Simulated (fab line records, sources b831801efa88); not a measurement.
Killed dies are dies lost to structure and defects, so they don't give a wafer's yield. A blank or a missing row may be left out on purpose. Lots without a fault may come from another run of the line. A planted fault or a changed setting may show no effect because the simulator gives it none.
Tool commonality check | flow gf180mcu | 12 lots, 39 wafers sampled

WHY IT WAS OPENED
At GF_STI_CD_MEAS_12 the reading cd_nm is flagged on 1 of 12 lots. Wafers without a fault read 220.4 nm, standard deviation 1.4.
Rule: a lot is flagged when every wafer of it that has a number lies more than 4 standard deviations from that mean, or none has a number. The other lots count as sound.

lot  | measured    | on        | cd_nm (nm), wafer by wafer          | flag
L511 | day 2 11:44 | cd_sem-02 | 220.9 221.5 220.9                   |
L512 | day 2 19:10 | cd_sem-01 | 219.1 219.9 220.5                   |
L515 | day 3 11:05 | cd_sem-02 | 217.6 217.5 219.0                   |
L521 | day 4 15:04 | cd_sem-02 | 180.3 180.0 178.3 180.3 179.9 178.3 | FLAGGED
L524 | day 5 07:59 | cd_sem-02 | 218.7 217.1 217.5                   |
L525 | day 5 11:44 | cd_sem-02 | 222.4 221.4 220.9                   |
L526 | day 5 17:22 | cd_sem-01 | 220.8 221.4 219.9                   |
L527 | day 5 21:52 | cd_sem-01 | 220.2 218.9 220.3                   |
L529 | day 6 08:49 | cd_sem-01 | 220.4 219.5 220.7                   |
L530 | day 6 13:35 | cd_sem-01 | 221.7 222.3 221.3                   |
L531 | day 6 20:14 | cd_sem-01 | 218.9 218.0 218.2                   |
L532 | day 6 23:19 | cd_sem-01 | 220.2 220.7 219.6                   |
The numbers of the flagged lots are 179.5 nm on average: -40.9 nm against the usual, or -29 standard deviations.

WHICH TOOL RAN EACH LOT
The record holds 1 process step before the reading, out of a route of 602 steps. In each cell: the tool, then ch and the chambers that the sampled wafers went through, then the start.
lot  | flag    | GF_STI_EXPOSE_09
L511 |         | krf_scanner-02 ch 0, day 2 05:46
L512 |         | krf_scanner-01 ch 0, day 2 13:00
L515 |         | krf_scanner-01 ch 0, day 3 04:56
L521 | FLAGGED | krf_scanner-02 ch 0, day 4 08:29
L524 |         | krf_scanner-02 ch 0, day 5 00:58
L525 |         | krf_scanner-02 ch 0, day 5 04:38
L526 |         | krf_scanner-01 ch 0, day 5 10:02
L527 |         | krf_scanner-01 ch 0, day 5 14:34
L529 |         | krf_scanner-02 ch 0, day 6 01:47
L530 |         | krf_scanner-01 ch 0, day 6 05:55
L531 |         | krf_scanner-02 ch 0, day 6 12:34
L532 |         | krf_scanner-02 ch 0, day 6 16:37
What these steps do:
- GF_STI_EXPOSE_09: exposes mask COMP, target cd 220 nm.
- GF_STI_CD_MEAS_12: target cd 220 nm.

FLAGGED OVER TOTAL, TOOL BY TOOL (the gauges that took the reading come last)
step              | tool           | lots run | flagged | share of the flagged lots | sound lots run after its first flagged lot
GF_STI_EXPOSE_09  | krf_scanner-01 | 5        | 0       | none                      | -
GF_STI_EXPOSE_09  | krf_scanner-02 | 7        | 1       | all                       | 5 (L524,L525,L529,L531,L532)
GF_STI_CD_MEAS_12 | cd_sem-01      | 7        | 0       | none                      | -
GF_STI_CD_MEAS_12 | cd_sem-02      | 5        | 1       | all                       | 2 (L524,L525)

WHAT THE TABLE ALLOWS
2 rows of the table ran every flagged lot: krf_scanner-02 at GF_STI_EXPOSE_09, cd_sem-02 at GF_STI_CD_MEAS_12.
- krf_scanner-02 at GF_STI_EXPOSE_09: 1 of its 7 lots flagged. Sound lots ran on it after the first flagged one (L524, L525, L529, L531, L532), which a lasting fault on the whole tool wouldn't allow.
- cd_sem-02 at GF_STI_CD_MEAS_12: 1 of its 5 lots flagged. Sound lots ran on it after the first flagged one (L524, L525), which a lasting fault on the whole tool wouldn't allow.
No row of the table ran every flagged lot and no sound lot after the first.

WHAT THE SIMULATOR HAD PUT IN
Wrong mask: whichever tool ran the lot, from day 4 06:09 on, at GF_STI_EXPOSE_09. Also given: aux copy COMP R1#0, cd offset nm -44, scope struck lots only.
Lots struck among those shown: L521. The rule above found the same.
